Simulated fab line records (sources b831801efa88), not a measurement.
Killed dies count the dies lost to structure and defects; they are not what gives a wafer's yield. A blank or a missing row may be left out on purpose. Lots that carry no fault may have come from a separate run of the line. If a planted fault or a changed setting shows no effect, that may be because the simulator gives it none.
A lot that was struck, set against a sound lot -- flow sky130 -- 16 steps out of a route of 708
Sound: these wafers, L973.1, L973.3, L973.4. Struck: wafer L981.5 (left out: L981.4, L981.6 of the same lot, which were not struck); the cause appears at the end.
Per side, at each step with rows, come the tool, then ch with its chambers, and then its first start. Under that, the readings that differ: sound wafers -- struck wafers -- difference of the means -- sigmas: that difference in standard deviations of wafers without a fault.
alike: same words and numbers on both sides, and readings whose means sit less than 2 such deviations apart. not compared: any withheld reading, any reading some wafer has no value for, any bound like >300 that may hide the same value, and any number with overlapping values for which the record gives no deviation.
The two part at a step that has a row with sigmas, a row that says differs or no value, or rows on one side only. Numbers that have no deviation but don't overlap get no sigmas and don't part them. A reading missing from all wafers of one side parts the sides only when that side holds two or more wafers.

first, 8 steps without rows for these wafers: SKY_CONTACT_DEHYDRATE_06 (time 60 s); SKY_CONTACT_HMDS_07 (prime time 60 s); SKY_CONTACT_COAT_08 (resist thk 60 nm); SKY_CONTACT_COAT_09 (resist thk 450 nm); SKY_CONTACT_SOFTBAKE_10 (time 90 s); SKY_CONTACT_EXPOSE_11 (exposes mask CTM1, target cd 170 nm); SKY_CONTACT_PEB_12; SKY_CONTACT_DEVELOP_13 (develop time 60 s).
SKY_CONTACT_CD_MEAS_14: the cd target is 170 nm.
  sound on cd sem-01 at day 32 16:50; struck on cd sem-02 at day 34 20:33
  alike: cd nm
SKY_CONTACT_OVL_MEAS_15:
  sound on overlay-02 at day 32 16:58; struck on overlay-02 at day 34 20:38
  alike: CONTACT_OVL
SKY_CONTACT_ETCH_16: etches BARC in N2/H2, stops on SiO2, time 45.9 s, target depth 60 nm.
  sound on rie diel-02 ch 0,1,3, day 32 17:00; struck on rie diel-02 ch 0, day 34 20:40
  alike: bias w, drypump motor current A, oes product au, throttle valve pct
  not compared: rf hours counter h
SKY_CONTACT_ETCH_17: etches SiO2 in C4F8/O2/Ar, stops on Si3N4, target depth 340 nm.
  sound on rie diel-02 ch 0,1,3, day 32 17:02; struck on rie diel-02 ch 0, day 34 20:43
  alike: bias w, oes product au
SKY_CONTACT_ETCH_18: etches Si3N4 in CHF3/O2, stops on TiN, time 39 s, target depth 75 nm.
  sound on rie diel-02 ch 0,1,3, day 32 17:00; struck on rie diel-02 ch 0, day 34 20:00
reading,sound,struck,difference,sigmas
oes product au (a.u.),0.855 0.849 0.855,0.703,-0.150,-21
throttle valve pct (%),8.781 8.807 8.798,8.738,-0.057,-6
model.KrF-thick_of_CONTACT_COAT_09.thk nm (nm),242.5 243.1 240.8,282.4,+40.3,
model.etch.depth nm (nm),74.66 75.37 75.8,50.95,-24.33,
  alike: bias w, drypump motor current A
  not compared: rf hours counter h
SKY_CONTACT_STRIP_19: strips in O2/N2.
  sound on plasma asher-01 ch 0,1, day 32 17:08; struck on plasma asher-04 ch 1, day 34 20:49
reading,sound,struck,difference,sigmas
oes product au (a.u.),0.377 0.384 0.373,0.396,+0.018,+4
strip time to endpoint s (s),3.613 3.625 3.581,4.041,+0.435,+19
  alike: drypump motor current A
  not compared: rf hours counter h
then, 1 step without rows for these wafers: SKY_CONTACT_STRIP_20 (strips in post etch residue remover, time 1200 s).
-- the record jumps here: 14 days lie between the struck wafers' starts before and after (it left off in module CONTACT and takes up again in module PAD_OPEN, whose first step shown is number 708 of the route) --
SKY_PAD_OPEN_PROBE_99:
  sound on prober-01 at day 47 01:29; struck on prober-02 at day 48 14:09
reading,sound,struck,difference,sigmas
killed at contacts,25 22 25,438,+414,+81
killed dies,89 81 78,492,+409,+46
killed on rim,18 10 12,96,+83,+23
  alike: killed_at_M0_to_M3, killed_at_M4_up, killed at front end, killed at other, killed open, killed short

## WHERE THEY PART
Last at SKY_PAD_OPEN_PROBE_99 as far as this record goes, first at SKY_CONTACT_ETCH_18.

WHY: whatever the simulator had introduced
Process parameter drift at SKY_CONTACT_ETCH_18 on rie diel-02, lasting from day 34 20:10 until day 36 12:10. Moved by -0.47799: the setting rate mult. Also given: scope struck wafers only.
